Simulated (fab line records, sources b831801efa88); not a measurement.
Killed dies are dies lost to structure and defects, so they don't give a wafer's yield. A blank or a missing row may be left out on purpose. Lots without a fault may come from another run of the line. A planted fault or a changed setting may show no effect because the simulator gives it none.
Problem report in the 8D (eight disciplines) form, filled by code | flow sky130 | the parts of the form that need people (team, actions taken, sign-off) are left out

1. THE PROBLEM
strip_time_to_endpoint_s at SKY_FIELD_ISO_STRIP_16 reads a mean of 3.04 s on 4 wafers of 3 lots; wafers without a fault read 3.57 s with a standard deviation of 0.038. That is -14 standard deviations from the usual mean.
The step: strips in O2/N2.
First seen on wafer L269.4, day 5 05:11, on plasma_asher-04. The record holds 40 wafers of 14 lots with a number at this step. Rule for "out", or "out of limits": more than 4 standard deviations from the usual mean. The other wafers with a number count as sound.

2. WHAT IT IS AND WHAT IT IS NOT
question                    | is                                       | is not
which readings at this step | strip_time_to_endpoint_s, oes_product_au | drypump_motor_current_A
which lots                  | L269, L272, L273                         | L256, L258, L260, L261, L263, L265, L266, L267, L268, L270, L278
which wafers of those lots  | L269.4, L272.4, L272.6, L273.4           | L269.3, L269.5, L273.2
read on which tools         | plasma_asher-02, plasma_asher-04         | plasma_asher-03
when                        | from day 5 05:11                         | up to then (29 sound wafers); but 7 sound wafers of L270, L273, L278 came after

3. SUSPECTS, AND WHAT RULES EACH OUT
Counting: a tool at a process step up to the reading stays a suspect if it ran every lot that is out. Sound lots after the first of them don't rule it out here, since some wafers of a struck lot are sound.
- litho_track-02 at SKY_FIELD_ISO_COAT_08 (resist thk 450 nm): kept. It ran every lot that is out, first L269 (day 4 19:00); its last sound lot up to then is L267 (day 4 09:00).
Left after counting: litho_track-02 at SKY_FIELD_ISO_COAT_08.

4. THE CAUSE (what the simulator had put in)
Process parameter drift: litho_track-02, from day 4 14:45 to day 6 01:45, at SKY_FIELD_ISO_COAT_08. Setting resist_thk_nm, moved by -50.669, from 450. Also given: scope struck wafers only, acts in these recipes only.
Counting left only this tool.

5. THE CHAIN OF EFFECTS, in route order
Each row: a reading whose mean over the struck wafers that have a number lies more than 3 standard deviations from the usual. Only readings for which the record gives a usual standard deviation are gone through. hours: the time from each lot's start at the first step in this table that gives one to its start at this step, as a median over the lots. sigmas: the change in usual standard deviations.
hours | step                   | reading                  | usual      | on struck wafers | change | sigmas
0     | SKY_FIELD_ISO_STRIP_16 | oes_product_au           | 0.379 a.u. | 0.357            | -0.022 | -5.0
0     | SKY_FIELD_ISO_STRIP_16 | strip_time_to_endpoint_s | 3.57 s     | 3.04             | -0.53  | -14
The process steps in it:
- SKY_FIELD_ISO_STRIP_16: strips in O2/N2.
Later measuring or inspecting steps at which every struck wafer that the step has a row for has a number for every such reading, and none has moved that far: SKY_PWDE_TW_MEAS_10, SKY_NWELL_OVL_MEAS_10, SKY_NWELL_TW_MEAS_15.

6. WHAT WOULD HAVE CAUGHT IT SOONER
In this record the first reading out of limits was taken at day 5 05:11, 14 hours after the fault began at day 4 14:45.
Of the lots that are out (3), L272, L273 began SKY_FIELD_ISO_COAT_08 on litho_track-02 after day 5 05:11. A hold on the tool at that time would have spared those 2.
